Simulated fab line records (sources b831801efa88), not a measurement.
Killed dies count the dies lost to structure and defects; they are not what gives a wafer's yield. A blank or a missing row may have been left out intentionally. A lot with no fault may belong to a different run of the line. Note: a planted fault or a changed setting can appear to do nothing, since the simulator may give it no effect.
Which tool is to blame? + flow gf180mcu + Sampling: 13 lots, 39 wafers, 2 of 602 route steps

== WHAT EACH GAUGE READ, for each wafer ==
GF_HV_LDD_THK_MEAS_55.
| lot  | measured     | on            | HV_LDD_CVD_54_THK (nm) |
|------|--------------|---------------|------------------------|
| L251 | day 12 14:37 | film-metro-03 | 9.96 10.09 9.92        |
| L253 | day 13 02:00 | film-metro-02 | 9.90 9.94 9.99         |
| L254 | day 13 08:41 | film-metro-04 | 10.04 10.04 10.11      |
| L255 | day 13 20:39 | film-metro-02 | 10.03 10.02 9.98       |
| L258 | day 14 20:11 | film-metro-02 | 7.32 7.57 7.36         |
| L266 | day 17 13:01 | film-metro-02 | 9.81 9.86 9.86         |
| L268 | day 18 00:55 | film-metro-03 | 9.76 9.65 9.83         |
| L269 | day 18 08:26 | film-metro-03 | 9.72 9.66 9.74         |
| L270 | day 19 00:50 | film-metro-03 | 10.12 9.95 10.03       |
| L271 | day 19 03:54 | film-metro-02 | 9.78 9.72 9.85         |
| L272 | day 19 12:57 | film-metro-04 | 10.13 9.95 10.10       |
| L273 | day 20 00:38 | film-metro-03 | 10.03 10.18 9.96       |
| L274 | day 20 09:13 | film-metro-02 | 9.98 9.91 9.83         |

== WHAT TOOL EACH LOT RAN ON (gives the tool, then ch and the chambers of the sampled wafers, and finally the start) ==
| lot  | GF_HV_LDD_CVD_54            |
|------|-----------------------------|
| L251 | lpcvd-02 ch 1, day 12 13:05 |
| L253 | lpcvd-02 ch 1, day 13 00:59 |
| L254 | lpcvd-01 ch 0, day 13 07:40 |
| L255 | lpcvd-02 ch 1, day 13 19:38 |
| L258 | lpcvd-02 ch 1, day 14 19:09 |
| L266 | lpcvd-01 ch 1, day 17 11:58 |
| L268 | lpcvd-01 ch 1, day 17 23:54 |
| L269 | lpcvd-01 ch 0, day 18 07:25 |
| L270 | lpcvd-02 ch 0, day 18 23:48 |
| L271 | lpcvd-02 ch 1, day 19 02:53 |
| L272 | lpcvd-01 ch 0, day 19 11:51 |
| L273 | lpcvd-02 ch 1, day 19 23:36 |
| L274 | lpcvd-01 ch 1, day 20 08:12 |
- GF_HV_LDD_CVD_54: deposits SiO2 from TEOS, target thk 10 nm, time 75 s.

== WHAT THE TOOLS THEMSELVES READ (means of the sampled wafers that have a number; where no wafer has one, the mark that the record gives instead) ==
GF_HV_LDD_CVD_54.
| lot  | tool     | spike-tc-top-C (C) |
|------|----------|--------------------|
| L251 | lpcvd-02 | 693                |
| L253 | lpcvd-02 | 693                |
| L254 | lpcvd-01 | 696                |
| L255 | lpcvd-02 | 693                |
| L258 | lpcvd-02 | 693                |
| L266 | lpcvd-01 | 692                |
| L268 | lpcvd-01 | 693                |
| L269 | lpcvd-01 | 696                |
| L270 | lpcvd-02 | 703                |
| L271 | lpcvd-02 | 693                |
| L272 | lpcvd-01 | 697                |
| L273 | lpcvd-02 | 694                |
| L274 | lpcvd-01 | 692                |

== THE ANSWER, worked out from the rows above alone ==
Rule: usual is defined by the lots themselves. The widest of any qualifying gaps counts: lots, ordered by their means at a reading, are off when they make up no more than a third of the lots, leave a main group of 4 or more, and stand apart from it by 3 or more times the standard deviation of that group's means. A main group whose means are all the same, to the digits that the tables above print for the reading, isn't used. A lot without any number at a reading at which 4 lots or more have one is off too. The other lots that the step has rows for count as sound. The gauges are gone through in route order, then the tools' own readings, and for those a lot's mean is taken as printed above. The first step at which some lot is off is used, and at that step the reading that is off furthest; a lot without a number counts as furthest.
Off: L258, at GF_HV_LDD_THK_MEAS_55 (HV_LDD_CVD_54_THK). For the main group the mean is 9.93 nm and the standard deviation 0.12.
A tool fits if, at a process step before that reading, it ran every lot that is off, and no sound lot after the first of them. Gauges at GF_HV_LDD_THK_MEAS_55: tried the same way as those tools. Of those tried, none fits.

== WHAT WAS PUT IN BY THE SIMULATOR ==
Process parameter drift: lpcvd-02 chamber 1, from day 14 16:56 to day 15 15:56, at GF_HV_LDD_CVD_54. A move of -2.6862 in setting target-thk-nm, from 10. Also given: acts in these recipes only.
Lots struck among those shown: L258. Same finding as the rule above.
